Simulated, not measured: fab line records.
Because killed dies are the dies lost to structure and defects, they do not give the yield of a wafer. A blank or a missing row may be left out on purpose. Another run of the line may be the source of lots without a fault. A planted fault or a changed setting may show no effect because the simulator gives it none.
A lot that was struck, set against a sound lot :: flow sky130 :: 15 out of 708 route steps
Sound: the wafers L982.2, L982.4, L982.6. Struck: wafers L101.1, L101.2, L101.5. The cause comes at the end.
At each step with rows: each side's tool, then ch and its chambers, then its first start. Under that, the readings that differ: sound wafers :: struck wafers :: difference of the means :: sigmas: that difference in standard deviations of wafers without a fault.
alike: a reading whose means differ by less than 2 such deviations, as well as words and numbers matching on both sides. not compared: withheld readings; readings where some wafer has no value; bounds like >300 that might hide an equal value; numbers whose values overlap and for which the record gives no deviation.
The two part at a step that has a row with sigmas, a row that says differs or no value, or rows on one side only. Non-overlapping numbers with no deviation appear without sigmas and do not part them. A reading missing from all wafers of one side parts the sides only when that side holds two or more wafers.

SKY_POLY_GATE_THK_MEAS_21:
  sound on film_metro-03, day 16 14:38; struck on film_metro-03, day 23 12:32
  alike: POLY_GATE_OXIDATION_THK
SKY_POLY_GATE_CD_MEAS_22:
  sound on cd_sem-02, day 16 14:43; struck on cd_sem-01, day 23 12:36
  alike: cd_nm
then, 7 steps without rows for these wafers: SKY_LDD_N_DEHYDRATE_00 (time 60 s); SKY_LDD_N_HMDS_01 (prime time 60 s); SKY_LDD_N_COAT_02 (resist thk 300 nm); SKY_LDD_N_SOFTBAKE_03 (time 60 s); SKY_LDD_N_EXPOSE_04 (exposes mask NTM, target cd 840 nm); SKY_LDD_N_PEB_05; SKY_LDD_N_DEVELOP_06 (develop time 60 s).
SKY_LDD_N_OVL_MEAS_07:
  sound on overlay-01, day 17 19:36; struck on overlay-02, day 24 18:09
  alike: LDD_N_OVL
then, 2 steps without rows for these wafers: SKY_LDD_N_IMPLANT_08; SKY_LDD_N_IMPLANT_09.
SKY_LDD_N_IMPLANT_10:
  sound on implanter-03 ch 0, day 17 19:57; struck on implanter-03 ch 0, day 24 18:29
reading: rotation_deg (degrees)
sound: 203.02 203.04 203.01
struck: 275.07 275.06 275.01
difference: +72.02
sigmas: +99 or more
next, for these wafers, 1 step has no rows: SKY_LDD_N_IMPLANT_11.
-- record jumps: 26 days separate the struck wafers' starts on either side; left off in module LDD_N, taken up again in module PAD_OPEN, whose first shown step is the route's number 708 --
SKY_PAD_OPEN_PROBE_99:
  sound on prober-02, day 45 22:34; struck on prober-02, day 50 09:14
  alike: killed_at_M0_to_M3, killed_at_M4_up, killed_at_contacts, killed_at_front_end, killed_at_other, killed_dies, killed_open, killed_short

== WHERE THEY PART ==
Only at SKY_LDD_N_IMPLANT_10, within this record. Later steps at which nothing parts them and some readings are alike: SKY_PAD_OPEN_PROBE_99.

WHY: what the simulator had put in
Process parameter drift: implanter-03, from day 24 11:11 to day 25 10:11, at SKY_LDD_N_IMPLANT_10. Setting rotation_deg shifted by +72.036 from 203. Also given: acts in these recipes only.
